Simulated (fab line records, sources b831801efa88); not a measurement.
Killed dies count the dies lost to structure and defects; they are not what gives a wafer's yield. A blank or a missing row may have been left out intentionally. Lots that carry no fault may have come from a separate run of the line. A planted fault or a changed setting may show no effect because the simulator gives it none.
A lot that was struck, set against a sound lot + flow sky130 + 16 out of 708 route steps
Sound: these wafers, L260.1, L260.4, L260.5. Struck: wafer L278.2 (left out: L278.1, L278.3 of the same lot, which were not struck); the cause appears at the end.
At each step with rows: each side's tool, then ch and its chambers, then its first start. Under that, the readings that differ: sound wafers + struck wafers + difference of the means + sigmas: that difference in standard deviations of wafers without a fault.
alike: same words and numbers on both sides, and readings whose means sit less than 2 such deviations apart. not compared: any withheld reading, any reading some wafer has no value for, any bound like >300 that may hide the same value, and any number with overlapping values for which the record gives no deviation.
The two part at a step that has a row with sigmas, a row that says differs or no value, or rows on one side only. Non-overlapping numbers with no deviation appear without sigmas and do not part them. A reading missing from all wafers of one side parts the sides only when that side holds two or more wafers.

first, 8 steps without rows for these wafers: SKY_POLY_GATE_DEHYDRATE_05 (time 60 s); SKY_POLY_GATE_HMDS_06 (prime time 60 s); SKY_POLY_GATE_COAT_07 (resist thk 110 nm); SKY_POLY_GATE_COAT_08 (resist thk 450 nm); SKY_POLY_GATE_SOFTBAKE_09 (time 90 s); SKY_POLY_GATE_EXPOSE_10 (exposes mask P1M, target cd 150 nm); SKY_POLY_GATE_PEB_11; SKY_POLY_GATE_DEVELOP_12 (develop time 60 s).
SKY_POLY_GATE_CD_MEAS_13 targets a cd of 150 nm.
  sound on cd sem-02 at day 16 12:01; struck on cd sem-01 at day 23 02:42
  alike: cd nm
SKY_POLY_GATE_OVL_MEAS_14:
  sound on overlay-02 at day 16 12:08; struck on overlay-02 at day 23 02:49
  alike: POLY_GATE_OVL
SKY_POLY_GATE_ETCH_15: etches BARC in N2/H2, stops on SiO2, time 118.5 s, target depth 110 nm.
  sound on rie diel-03 ch 0,3, day 16 12:10; struck on rie diel-01 ch 2, day 23 02:52
  alike: drypump motor current A, oes product au, rf fwd power W, throttle valve pct
  not compared: rf hours counter h
SKY_POLY_GATE_ETCH_16: etches Si3N4 in CH3F/O2, stops on poly-Si, time 147.5 s, target depth 75 nm.
  sound on rie diel-03 ch 0,3, day 16 12:14; struck on rie diel-01 ch 2, day 23 02:56
  alike: ch3f flow sccm, drypump motor current A, oes product au, rf fwd power W, throttle valve pct
  not compared: rf hours counter h
SKY_POLY_GATE_ETCH_17: etches poly-Si in HBr/Cl2, stops on SiO2, target depth 180 nm, time 70.5 s.
  sound on rie si-01 ch 0,1, day 16 12:20; struck on rie si-02 ch 1, day 23 03:02
| reading                                          | sound                   | struck  | difference | sigmas |
|--------------------------------------------------|-------------------------|---------|------------|--------|
| oes product au (a.u.)                            | 0.996 0.989 0.990       | 1.019   | +0.027     | +4     |
| over etch frac                                   | 0.56667 0.56667 0.56667 | 0.17014 | -0.39653   |        |
| model.POLY_GATE.feature depth nm (nm)            | 180.8 179.4 179.2       | 137.7   | -42.1      |        |
| model.etch.depth nm (nm)                         | 180.8 179.4 179.2       | 137.7   | -42.1      |        |
| model.KrF-thick_of_POLY_GATE_COAT_08.thk nm (nm) | 139.3 139.5 141.2       | 161.8   | +21.8      |        |
  alike: drypump motor current A, rf fwd power W, throttle valve pct
  not compared: rf hours counter h
SKY_POLY_GATE_STRIP_18: strips in O2/N2.
  sound on plasma asher-02 ch 1, day 16 12:24; struck on plasma asher-02 ch 1, day 23 03:06
| reading                      | sound             | struck | difference | sigmas |
|------------------------------|-------------------|--------|------------|--------|
| strip time to endpoint s (s) | 3.148 3.160 3.186 | 3.390  | +0.225     | +9     |
  alike: drypump motor current A, oes product au
  not compared: rf hours counter h
then, 1 step without rows for these wafers: SKY_POLY_GATE_CLEAN_19 (cleans in SC1/SC2, time 150 s).
-- record jumps: 27 days separate the struck wafers' starts on either side; left off in module POLY_GATE, taken up again in module PAD_OPEN, whose first shown step is the route's number 708 --
SKY_PAD_OPEN_PROBE_99:
  sound on prober-02 at day 45 23:52; struck on prober-02 at day 50 03:32
| reading                               | sound                | struck | difference | sigmas |
|---------------------------------------|----------------------|--------|------------|--------|
| killed_at_M4_up                       | 1 3 3                | 6      | +4         | +2     |
| killed at other                       | 0 2 3                | 0      | -2         | -2     |
| model.etest.tip sonos.rs ohm sq       | 2613 2642 2624       | 2838   | +212       |        |
| model.etest.tip n.rs ohm sq           | 443.3 447.6 445.5    | 449.9  | +4.4       |        |
| model.etest.poly comb.leak log10 a um | -12.49 -12.54 -12.39 | -6.968 | +5.505     |        |
  alike: killed_at_M0_to_M3, killed at contacts, killed at front end, killed dies, killed open, killed short

WHERE THEY PART
At SKY_POLY_GATE_ETCH_17 first; at SKY_PAD_OPEN_PROBE_99 last (within this record only).

WHY: whatever the simulator had introduced
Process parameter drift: rie si-02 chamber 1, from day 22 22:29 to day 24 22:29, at SKY_POLY_GATE_ETCH_17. From 0.56667, the setting over etch frac moved by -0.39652.
